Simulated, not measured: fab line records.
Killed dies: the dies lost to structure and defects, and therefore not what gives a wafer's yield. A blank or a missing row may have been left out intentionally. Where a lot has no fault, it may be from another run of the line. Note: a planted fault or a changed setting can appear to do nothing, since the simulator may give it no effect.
The tool behind it: which one? || flow sky130 || at 1 step of a route of 708, 6 lots with 18 wafers sampled

WHAT THE GAUGES READ, wafer by wafer
SKY_POLY_GATE_THK_MEAS_04.
{"lot": "L420", "measured": "day 15 15:12", "on": "film_metro-03", "POLY_GATE_CVD_03_THK (nm)": "74.7 75.0 74.8"}
{"lot": "L425", "measured": "day 18 04:31", "on": "film_metro-03", "POLY_GATE_CVD_03_THK (nm)": "74.0 74.3 74.6"}
{"lot": "L428", "measured": "day 18 16:50", "on": "film_metro-01", "POLY_GATE_CVD_03_THK (nm)": "74.4 74.5 74.1"}
{"lot": "L430", "measured": "day 19 17:11", "on": "film_metro-04", "POLY_GATE_CVD_03_THK (nm)": "75.5 73.8 75.0"}
{"lot": "L437", "measured": "day 22 03:53", "on": "film_metro-01", "POLY_GATE_CVD_03_THK (nm)": "75.6 75.1 76.1"}
{"lot": "L439", "measured": "day 23 09:17", "on": "film_metro-04", "POLY_GATE_CVD_03_THK (nm)": "76.0 75.1 75.2"}

EACH LOT AND THE TOOL THAT RAN IT (in order: tool; ch and the chambers of the sampled wafers; start)
The record shows no process step preceding these readings.

THE ANSWER, worked out from the rows above alone
Rule: the lots themselves supply what counts as usual. The widest of any qualifying gaps counts: lots, ordered by their means at a reading, are off when they make up no more than a third of the lots, leave a main group of 4 or more, and stand apart from it by 3 or more times the standard deviation of that group's means. If all means in a main group match to the digits the tables above print for the reading, that group is not used. Also off: a lot with no number at a reading for which 4 or more lots have one. The other lots that the step has rows for count as sound.
No lot is off at any reading shown: from this, nothing can be told.

WHAT THE SIMULATOR PUT IN
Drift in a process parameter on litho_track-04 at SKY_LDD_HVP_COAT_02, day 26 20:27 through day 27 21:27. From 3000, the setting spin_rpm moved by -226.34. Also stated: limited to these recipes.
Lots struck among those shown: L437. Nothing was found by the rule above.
